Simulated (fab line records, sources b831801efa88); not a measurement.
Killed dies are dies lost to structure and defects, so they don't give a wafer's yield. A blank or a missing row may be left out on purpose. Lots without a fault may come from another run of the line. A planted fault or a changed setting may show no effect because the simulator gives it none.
A struck lot beside a sound one | flow gf180mcu | 16 steps out of a route of 602
Sound: wafers L743.2, L743.4, L743.6. Struck: wafers L748.2, L748.3. (L748.5 of the same lot was not struck and is left out.) The cause comes at the end.
At each step with rows: each side's tool, then ch and its chambers, then its first start. Under that, the readings that differ: sound wafers | struck wafers | difference of the means | sigmas: that difference in standard deviations of wafers without a fault.
alike: readings whose means differ by less than 2 such deviations, and words and numbers that are the same on both sides. not compared: withheld readings, readings that some wafer has no value for, bounds like >300 that may hide the same value, and numbers for which the record gives no deviation and whose values overlap.
The two part at a step that has a row with sigmas, a row that says differs or no value, or rows on one side only. Numbers that don't overlap but have no deviation are shown without sigmas and don't part them. A reading that every wafer of one side lacks parts them only if that side has two wafers or more.

GF_M2_SPUTTER_04: material TiN, target thk 50 nm, time 41.7 s.
  sound on pvd_sputter-02, day 22 07:50; struck on pvd_sputter-04, day 24 06:17
  alike: throttle_valve_pct
GF_M2_RS_MEAS_05: measures by four-point-probe.
  sound on film_metro-01, day 22 07:53; struck on film_metro-03, day 24 06:20
  alike: M2_ALCU_RS
GF_M2_THK_MEAS_06: measures by xrf.
  sound on film_metro-01, day 22 08:00; struck on film_metro-03, day 24 06:27
  alike: M2_ALCU_THK
then, 7 steps without rows for these wafers: GF_M2_DEHYDRATE_07 (time 60 s); GF_M2_HMDS_08 (prime time 60 s); GF_M2_COAT_09 (resist thk 1000 nm); GF_M2_SOFTBAKE_10 (time 60 s); GF_M2_EXPOSE_11 (exposes mask Metal2, target cd 280 nm); GF_M2_PEB_12 (peb time 90 s); GF_M2_DEVELOP_13 (develop time 60 s).
GF_M2_CD_MEAS_14: target cd 280 nm.
  sound on cd_sem-02, day 23 06:43; struck on cd_sem-01, day 25 04:15
  reading    | sound             | struck      | difference | sigmas
  cd_nm (nm) | 277.9 278.5 278.5 | 281.1 280.6 | +2.6       | +2
GF_M2_OVL_MEAS_15:
  sound on overlay-01, day 23 06:49; struck on overlay-02, day 25 04:21
  alike: M2_OVL
GF_M2_METAL_ETCH_16: etches the open film in Cl2/BCl3, stops on SiO2, target depth 750.8 nm, time 125.1 s.
  sound on rie_metal-03 ch 0,1, day 23 06:51; struck on rie_metal-03 ch 1, day 25 04:23
  reading                             | sound             | struck      | difference | sigmas
  bias_w (W)                          | 139.8 141.2 140.9 | 210.7 210.3 | +69.9      | +99 or more
  model.KrF_of_M2_COAT_09.thk_nm (nm) | 677.9 681.7 680.8 | 641.4 638.2 | -40.3      |
  alike: drypump_motor_current_A, oes_product_au, throttle_valve_pct
  not compared: rf_hours_counter_h
GF_M2_STRIP_17: strips in O2/N2.
  sound on plasma_asher-02 ch 0,1, day 23 06:59; struck on plasma_asher-04 ch 0,1, day 25 04:31
  reading                      | sound             | struck      | difference | sigmas
  oes_product_au (a.u.)        | 0.542 0.540 0.540 | 0.513 0.520 | -0.024     | -5
  strip_time_to_endpoint_s (s) | 7.32 7.35 7.32    | 6.95 6.92   | -0.39      | -8
  alike: drypump_motor_current_A, heater_power_w
  not compared: rf_hours_counter_h
then, 1 step without rows for these wafers: GF_M2_STRIP_18 (strips in post etch residue remover, time 1200 s).
-- the record jumps here: 9 days lie between the struck wafers' starts before and after (it left off in module M2 and takes up again in module PASSIVATION, whose first step shown is number 602 of the route) --
GF_PASSIVATION_PROBE_99:
  the record has rows for the struck wafers here (prober-01, day 33 18:26) and none for the sound ones

WHERE THEY PART
First at GF_M2_CD_MEAS_14; last, within this record, at GF_PASSIVATION_PROBE_99.

WHY: what the simulator had put in
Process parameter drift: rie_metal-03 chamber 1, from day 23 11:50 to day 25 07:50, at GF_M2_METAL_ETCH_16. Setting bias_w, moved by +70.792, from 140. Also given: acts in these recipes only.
